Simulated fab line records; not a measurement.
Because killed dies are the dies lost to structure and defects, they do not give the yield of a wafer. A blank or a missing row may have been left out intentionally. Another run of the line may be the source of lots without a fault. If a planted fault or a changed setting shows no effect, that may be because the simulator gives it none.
Which tool is to blame? ; flow sfq line ; 42 wafers from 14 lots sampled at 3 of the route's 325 steps

== WHAT THE GAUGES READ, wafer by wafer ==
SFQ_R5_RS_MEAS_933: the measuring method here is four-point-probe.
lot;measured;on;R5_MONX_RS (ohm/sq)
L212;day 55 05:12;film metro-03;7.00 6.97 6.98
L213;day 57 01:04;film metro-02;7.05 6.98 6.89
L214;day 57 03:24;film metro-02;6.91 6.84 6.98
L216;day 57 07:01;film metro-03;7.03 7.07 7.02
L218;day 57 17:56;film metro-02;7.05 6.93 7.03
L219;day 57 20:56;film metro-02;6.99 7.00 6.97
L222;day 58 07:37;film metro-04;7.06 7.01 7.01
L223;day 58 08:58;film metro-04;7.11 7.10 7.13
L226;day 58 22:10;film metro-02;6.87 6.91 6.99
L227;day 59 03:43;film metro-02;7.07 4.47 7.00
L230;day 60 01:01;film metro-02;7.10 4.44 7.01
L231;day 60 07:40;film metro-03;7.02 7.11 7.10
L232;day 60 10:40;film metro-03;6.98 6.95 7.07
L234;day 60 21:37;film metro-03;7.07 7.04 7.15

SFQ_R5_THK_MEAS_934: measures by xrf.
lot;measured;on;R5_MONX_THK (nm)
L212;day 55 05:19;film metro-03;40.2 40.4 40.3
L213;day 57 01:10;film metro-02;40.3 40.4 41.2
L214;day 57 03:31;film metro-02;41.1 41.6 40.7
L216;day 57 07:08;film metro-03;40.5 40.2 40.2
L218;day 57 18:03;film metro-02;40.3 41.0 40.4
L219;day 57 21:03;film metro-02;40.7 40.6 40.7
L222;day 58 07:44;film metro-04;40.1 40.3 40.2
L223;day 58 09:04;film metro-04;39.9 39.7 39.7
L226;day 58 22:16;film metro-02;41.1 41.0 40.7
L227;day 59 03:50;film metro-02;40.4 64.9 40.7
L230;day 60 01:08;film metro-02;40.1 65.5 40.7
L231;day 60 07:47;film metro-03;40.5 39.7 39.7
L232;day 60 10:47;film metro-03;40.5 40.4 40.1
L234;day 60 21:43;film metro-03;40.2 40.2 39.8

== WHAT TOOL EACH LOT RAN ON (gives the tool, then ch and the chambers of the sampled wafers, and finally the start) ==
lot;SFQ_TRILAYER_R5_DEP_SPUTTER_133
L212;pvd sputter-05, day 55 05:07
L213;pvd sputter-03, day 57 00:56
L214;pvd sputter-03, day 57 03:20
L216;pvd sputter-04, day 57 06:56
L218;pvd sputter-03, day 57 17:51
L219;pvd sputter-05, day 57 20:51
L222;pvd sputter-03, day 58 07:33
L223;pvd sputter-04, day 58 08:51
L226;pvd sputter-05, day 58 22:04
L227;pvd sputter-04, day 59 03:38
L230;pvd sputter-04, day 60 00:57
L231;pvd sputter-03, day 60 07:35
L232;pvd sputter-05, day 60 10:35
L234;pvd sputter-05, day 60 21:31
- SFQ_TRILAYER_R5_DEP_SPUTTER_133: material MoNx, target thk 40 nm, time 66.7 s.

== AS READ BY THE TOOLS THEMSELVES (means over the sampled wafers that have a number; for cases with no such wafer, the mark the record gives instead) ==
SFQ_TRILAYER_R5_DEP_SPUTTER_133.
lot;tool;base pressure pa (Pa);cathode dc power W (W);throttle valve pct (%)
L212;pvd sputter-05;1.39e-06;1000.07;30.1
L213;pvd sputter-03;1.44e-06;1000.03;29.6
L214;pvd sputter-03;1.35e-06;1000.17;29.8
L216;pvd sputter-04;1.39e-06;999.99;30.0
L218;pvd sputter-03;1.31e-06;1000.00;29.6
L219;pvd sputter-05;1.37e-06;999.80;30.4
L222;pvd sputter-03;1.34e-06;1000.00;29.3
L223;pvd sputter-04;1.36e-06;999.91;31.2
L226;pvd sputter-05;1.33e-06;999.92;30.0
L227;pvd sputter-04;1.26e-06;1000.13;30.0
L230;pvd sputter-04;1.31e-06;1000.00;30.2
L231;pvd sputter-03;1.38e-06;1000.07;29.5
L232;pvd sputter-05;1.31e-06;999.98;30.1
L234;pvd sputter-05;1.26e-06;999.94;30.3

== THE ANSWER, worked out from the rows above alone ==
Rule: the lots themselves supply what counts as usual. The widest of any qualifying gaps counts: lots, ordered by their means at a reading, are off when they make up no more than a third of the lots, leave a main group of 4 or more, and stand apart from it by 3 or more times the standard deviation of that group's means. The tables above print the reading to a certain number of digits; a main group whose means all agree to those digits is not used. A lot without any number at a reading at which 4 lots or more have one is off too. Any other lot the step has rows for is counted as sound. The gauges are gone through in route order, then the tools' own readings, and for those a lot's mean is taken as printed above. The first step at which some lot is off is used, and at that step the reading that is off furthest; a lot without a number counts as furthest.
Off: L227, L230, seen at SFQ_R5_RS_MEAS_933 (R5_MONX_RS). Mean 7.01 ohm/sq and standard deviation 0.059 in the main group.
A tool fits if, at a process step before that reading, it ran every lot that is off, and no sound lot after the first of them. The gauges at SFQ_R5_RS_MEAS_933 are tried like those tools. Undecided on this evidence; 2 tools fit (pvd sputter-04 at SFQ_TRILAYER_R5_DEP_SPUTTER_133, film metro-02 at SFQ_R5_RS_MEAS_933).

== WHAT THE SIMULATOR PUT IN ==
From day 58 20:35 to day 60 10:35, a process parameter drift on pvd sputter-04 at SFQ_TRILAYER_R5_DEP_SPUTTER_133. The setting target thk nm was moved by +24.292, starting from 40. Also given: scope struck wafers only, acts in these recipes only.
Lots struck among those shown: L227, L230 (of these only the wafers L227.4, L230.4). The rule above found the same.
